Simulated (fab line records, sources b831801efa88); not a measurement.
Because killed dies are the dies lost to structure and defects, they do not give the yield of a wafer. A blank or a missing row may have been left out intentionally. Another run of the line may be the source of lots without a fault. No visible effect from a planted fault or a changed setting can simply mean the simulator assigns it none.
A struck lot beside a sound one || flow sky130 || 43 steps out of a route of 708
Sound: the wafers L763.1, L763.3, L763.4. Struck: wafer L766.4; the same lot's L766.6 was not struck, so it is left out; see the end for the cause.
Order at every step that has rows: each side's tool, ch and its chambers, its first start. Under that, the readings that differ: sound wafers || struck wafers || difference of the means || sigmas: that difference in standard deviations of wafers without a fault.
alike: same words and numbers on both sides, and readings whose means sit less than 2 such deviations apart. not compared: any withheld reading, any reading some wafer has no value for, any bound like >300 that may hide the same value, and any number with overlapping values for which the record gives no deviation.
The two part at a step that has a row with sigmas, a row that says differs or no value, or rows on one side only. Numbers that don't overlap but have no deviation are shown without sigmas and don't part them. A reading missing from all wafers of one side parts the sides only when that side holds two or more wafers.

SKY_POLY_CUT_ETCH_10: etches BARC in N2/H2, stops on SiO2, time 45.9 s, target depth 60 nm.
  sound on rieDiel-04 ch 0,3, day 26 18:57; struck on rieDiel-04 ch 2, day 27 22:25
  alike: drypumpMotorCurrentA, oesProductAu, throttleValvePct
  not compared: rfHoursCounterH
then, 1 step without rows for these wafers: SKY_POLY_CUT_ETCH_11 (etches Si3N4 in CF4/CH2F2/Ar, stops on poly-Si, time 42.5 s, target depth 60 nm).
SKY_POLY_CUT_STRIP_12: strips in O2/N2.
  sound on plasmaAsher-01 ch 0,1, day 26 19:02; struck on plasmaAsher-02 ch 0, day 27 22:32
  alike: drypumpMotorCurrentA, oesProductAu, stripTimeToEndpointS
  not compared: rfHoursCounterH
then, 7 steps without rows for these wafers: SKY_SD_P_DEHYDRATE_00 (time 60 s); SKY_SD_P_HMDS_01 (prime time 60 s); SKY_SD_P_COAT_02 (resist thk 1140 nm); SKY_SD_P_SOFTBAKE_03 (time 60 s); SKY_SD_P_EXPOSE_04 (exposes mask PSDM, target cd 380 nm); SKY_SD_P_PEB_05; SKY_SD_P_DEVELOP_06 (develop time 60 s).
SKY_SD_P_CD_MEAS_07: the cd target is 380 nm.
  struck on cdSem-02, day 29 00:51; sound on cdSem-02, day 28 00:06
  alike: cdNm
SKY_SD_P_OVL_MEAS_08:
  struck on overlay-02, day 29 00:56; sound on overlay-02, day 28 00:13
  alike: SD_P_OVL
SKY_SD_P_IMPLANT_09:
  sound on implanter-04 ch 0, day 28 00:16; struck on implanter-04 ch 0, day 29 01:02
  alike: tiltDeg
SKY_SD_P_STRIP_10: strips in O2/N2.
  sound on plasmaAsher-01 ch 0,1, day 28 00:25; struck on plasmaAsher-03 ch 0, day 29 01:08
{"reading": "oesProductAu (a.u.)", "sound": "0.613 0.617 0.620", "struck": 0.636, "difference": "+0.019", "sigmas": "+4"}
{"reading": "stripTimeToEndpointS (s)", "sound": "17.47 17.49 17.50", "struck": 17.04, "difference": -0.45, "sigmas": -11}
  alike: drypumpMotorCurrentA
  not compared: rfHoursCounterH
SKY_SD_P_TW_MEAS_11:
  struck on filmMetro-02, day 29 01:14; sound on filmMetro-03, day 28 00:31
{"reading": "SD_P_TW", "sound": "2814 2817 2815", "struck": 2700, "difference": -115, "sigmas": -9}
then, 8 steps without rows for these wafers: SKY_RES_XHIGH_DEHYDRATE_00 (time 60 s); SKY_RES_XHIGH_HMDS_01 (prime time 60 s); SKY_RES_XHIGH_COAT_02 (resist thk 1140 nm); SKY_RES_XHIGH_SOFTBAKE_03 (time 60 s); SKY_RES_XHIGH_EXPOSE_04 (exposes mask URPM, target cd 1270 nm); SKY_RES_XHIGH_PEB_05; SKY_RES_XHIGH_DEVELOP_06 (develop time 60 s); SKY_RES_XHIGH_IMPLANT_07.
SKY_RES_XHIGH_STRIP_08: strips in O2/N2.
  sound on plasmaAsher-04 ch 0,1, day 29 02:03; struck on plasmaAsher-04 ch 0, day 30 06:11
{"reading": "stripTimeToEndpointS (s)", "sound": "14.23 14.21 14.22", "struck": 14.33, "difference": "+0.11", "sigmas": "+3"}
  alike: drypumpMotorCurrentA, oesProductAu
  not compared: rfHoursCounterH
SKY_RES_XHIGH_TW_MEAS_09:
  struck on filmMetro-01, day 30 06:17; sound on filmMetro-01, day 29 02:09
  alike: RES_XHIGH_TW
then, 7 steps without rows for these wafers: SKY_SD_N_DEHYDRATE_00 (time 60 s); SKY_SD_N_HMDS_01 (prime time 60 s); SKY_SD_N_COAT_02 (resist thk 1140 nm); SKY_SD_N_SOFTBAKE_03 (time 60 s); SKY_SD_N_EXPOSE_04 (exposes mask NSDM, target cd 380 nm); SKY_SD_N_PEB_05; SKY_SD_N_DEVELOP_06 (develop time 60 s).
SKY_SD_N_CD_MEAS_07: the cd target is 380 nm.
  struck on cdSem-01, day 31 09:27; sound on cdSem-02, day 30 07:04
  alike: cdNm
SKY_SD_N_OVL_MEAS_08:
  struck on overlay-02, day 31 09:32; sound on overlay-02, day 30 07:11
  alike: SD_N_OVL
then, 2 steps without rows for these wafers: SKY_SD_N_IMPLANT_09; SKY_SD_N_IMPLANT_10.
SKY_SD_N_STRIP_11: strips in O2/N2.
  sound on plasmaAsher-04 ch 0,1, day 30 07:31; struck on plasmaAsher-01 ch 0, day 31 09:53
{"reading": "stripTimeToEndpointS (s)", "sound": "22.50 22.56 22.53", "struck": 22.64, "difference": "+0.11", "sigmas": "+3"}
  alike: drypumpMotorCurrentA, oesProductAu
  not compared: rfHoursCounterH
SKY_SD_N_TW_MEAS_12:
  struck on filmMetro-01, day 31 09:59; sound on filmMetro-01, day 30 07:37
  alike: SD_N_TW
then, 1 step without rows for these wafers: SKY_SD_N_CLEAN_13 (cleans in SC1/SC2, time 150 s).
SKY_SD_N_RTA_14: time 2 s.
  sound on rtpAnneal-02 ch 0, day 30 07:44; struck on rtpAnneal-02 ch 0, day 31 10:05
  alike: lampPowerPct, rampDownCPerS, wafer_temp_C_max
SKY_SD_N_RS_MEAS_16: measurement is done with a four-point probe.
  struck on filmMetro-01, day 31 10:17; sound on filmMetro-03, day 30 07:54
  alike: SD_N_RS
SKY_SD_N_RS_MEAS_17: measurement is done with a four-point probe.
  struck on filmMetro-01, day 31 10:25; sound on filmMetro-03, day 30 08:01
{"reading": "SD_P_RS (ohm/sq)", "sound": "147.0 146.9 147.0", "struck": 149.5, "difference": "+2.5", "sigmas": "+7"}
-- record jumps: 17 days separate the struck wafers' starts on either side; left off in module SD_N, taken up again in module PAD_OPEN, whose first shown step is the route's number 708 --
SKY_PAD_OPEN_PROBE_99:
  struck on prober-02, day 48 14:16; sound on prober-01, day 47 10:35
{"reading": "killedAtOther", "sound": "0 0 0", "struck": 2, "difference": "+2", "sigmas": "+4"}
{"reading": "killedOpen", "sound": "51 30 37", "struck": 59, "difference": "+20", "sigmas": "+3"}
{"reading": "model.etest.liconHighPo.rcOhm", "sound": "349.7 341.4 346.5", "struck": 604.1, "difference": "+258.2", "sigmas": ""}
{"reading": "model.etest.resHighPo.lineOhmUm", "sound": "749 744.3 748.1", "struck": 995.5, "difference": "+248.4", "sigmas": ""}
{"reading": "model.etest.resPdiff.lineOhmUm", "sound": "1363 1360 1360", "struck": 1447, "difference": "+86", "sigmas": ""}
{"reading": "model.etest.pfet_01v8.rOnOhmUm", "sound": "2890 2929 2900", "struck": 2940, "difference": "+34", "sigmas": ""}
{"reading": "model.etest.resHighPo.rsOhmSqRange", "sound": "6.074 5.62 8.495", "struck": 107.7, "difference": "+101.0", "sigmas": ""}
{"reading": "model.etest.resHighPo.rsOhmSq", "sound": "257.9 257.3 262.7", "struck": 347.6, "difference": "+88.3", "sigmas": ""}
{"reading": "model.etest.liconPdiff.rcOhm", "sound": "591.8 597.4 559.6", "struck": 662.1, "difference": "+79.2", "sigmas": ""}
{"reading": "model.etest.resHighPo.rsOhmSqRimLessCentre", "sound": "-5.114 -3.569 -3.089", "struck": -67.46, "difference": -63.54, "sigmas": ""}
  alike: killed_at_M0_to_M3, killed_at_M4_up, killedAtContacts, killedAtFrontEnd, killedDies, killedShort

== WHERE THEY PART ==
Last at SKY_PAD_OPEN_PROBE_99 as far as this record goes, first at SKY_SD_P_STRIP_10.

WHY: the cause the simulator had injected
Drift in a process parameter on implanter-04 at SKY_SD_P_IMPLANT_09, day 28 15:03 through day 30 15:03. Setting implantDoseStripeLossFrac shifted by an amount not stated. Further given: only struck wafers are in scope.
